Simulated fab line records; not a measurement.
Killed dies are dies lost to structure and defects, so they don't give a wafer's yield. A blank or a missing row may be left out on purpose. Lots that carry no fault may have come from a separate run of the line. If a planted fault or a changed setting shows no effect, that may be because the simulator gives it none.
Problem report, 8D (eight disciplines) form, completed by code	flow gf180mcu	the parts of the form that need people (team, actions taken, sign-off) are left out

## 1. WHAT WENT WRONG
Across 6 wafers from 2 lots, NSD_RS at GF_PSD_RS_MEAS_14 averages 47.28 ohm/sq, while fault-free wafers read 46.58 ohm/sq with a standard deviation of 0.1. That is +7.0 standard deviations from the usual mean.
The step: measures by four-point-probe.
Earliest sighting: wafer L989.1 on film_metro-01 at day 18 19:49. At this step, 33 wafers from 11 lots have a number in the record. Rule for "out", or "out of limits": more than 4 standard deviations from the usual mean. Any other wafer with a number is counted as sound.

## 2. WHAT IT IS, AND WHAT IT ISN'T
question	is	is not
which readings at this step	NSD_RS	-
which lots	L989, L992	L979, L982, L983, L984, L985, L987, L990, L998, L999
which wafers of those lots	all that have a number	-
read on which gauges	film_metro-01, film_metro-03	film_metro-04
when	from day 18 19:49	up to then (18 sound wafers); but 9 sound wafers of L990, L998, L999 came after

## 3. THE SUSPECTS, EACH WITH WHAT RULES IT OUT
Counting: a tool stays on the suspect list if, at a process step up to the reading, it processed all lots that are out and no sound lot following the first of them.
- the gauge at GF_PSD_RS_MEAS_14 has been ruled out. Those wafers that are out were read across 2 gauges (film_metro-01, film_metro-03).
- implanter-03 at GF_NSD_IMPLANT_10: kept. It processed each lot that is out, first L989 at day 17 20:31, and no sound lot thereafter; up to then, the last sound lot it processed was L987 at day 17 03:54. Its own beam_energy_keV readings are out on those wafers.
- plasma_asher-01 at GF_NSD_STRIP_11 (strips in O2/N2): kept. It processed each lot that is out, first L989 at day 17 20:40, and no sound lot thereafter; up to then, the last sound lot it processed was L979 at day 14 10:07. Its own strip_time_to_endpoint_s readings are out on those wafers.
After counting, implanter-03 at GF_NSD_IMPLANT_10 and plasma_asher-01 at GF_NSD_STRIP_11 remain.

## 4. THE CAUSE (what the simulator had put in)
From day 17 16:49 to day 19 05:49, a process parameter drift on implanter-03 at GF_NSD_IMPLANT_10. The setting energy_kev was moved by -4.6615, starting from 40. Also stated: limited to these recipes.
This tool is one of the 2 suspects left after counting.

## 5. THE EFFECT CHAIN, in route order
Each row: a reading where the mean over the struck wafers with a number is more than 3 standard deviations away from the usual. Readings are gone through only where the record gives a usual standard deviation; hours: the median, over the lots, of the time from a lot's start at the first step in this table giving one to that lot's start at this step; sigmas: the change measured in usual standard deviations.
hours	step	reading	usual	on struck wafers	change	sigmas
0	GF_NSD_IMPLANT_10	beam_energy_keV	40.000	35.329	-4.671	-99 or more
0	GF_NSD_STRIP_11	strip_time_to_endpoint_s	23.07 s	22.87	-0.20	-5.9
24	GF_PSD_RS_MEAS_14	NSD_RS	46.58 ohm/sq	47.28	+0.70	+7.0
Here are the process steps it includes:
- GF_NSD_IMPLANT_10
- GF_NSD_STRIP_11: strips in O2/N2.

## 6. HOW IT WOULD HAVE BEEN CAUGHT EARLIER
In this record the first reading out of limits at a measuring or inspecting step was taken at day 18 19:49, 27 hours after the fault began at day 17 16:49.
The tool's own readings at GF_NSD_IMPLANT_10 were out on every struck wafer that the step has a row for (beam_energy_keV): an alarm limit on them would have fired on the first of those.
Of the lots that are out (2), L992 began GF_NSD_IMPLANT_10 on implanter-03 after day 18 19:49. A hold on the tool at that time would have spared it.
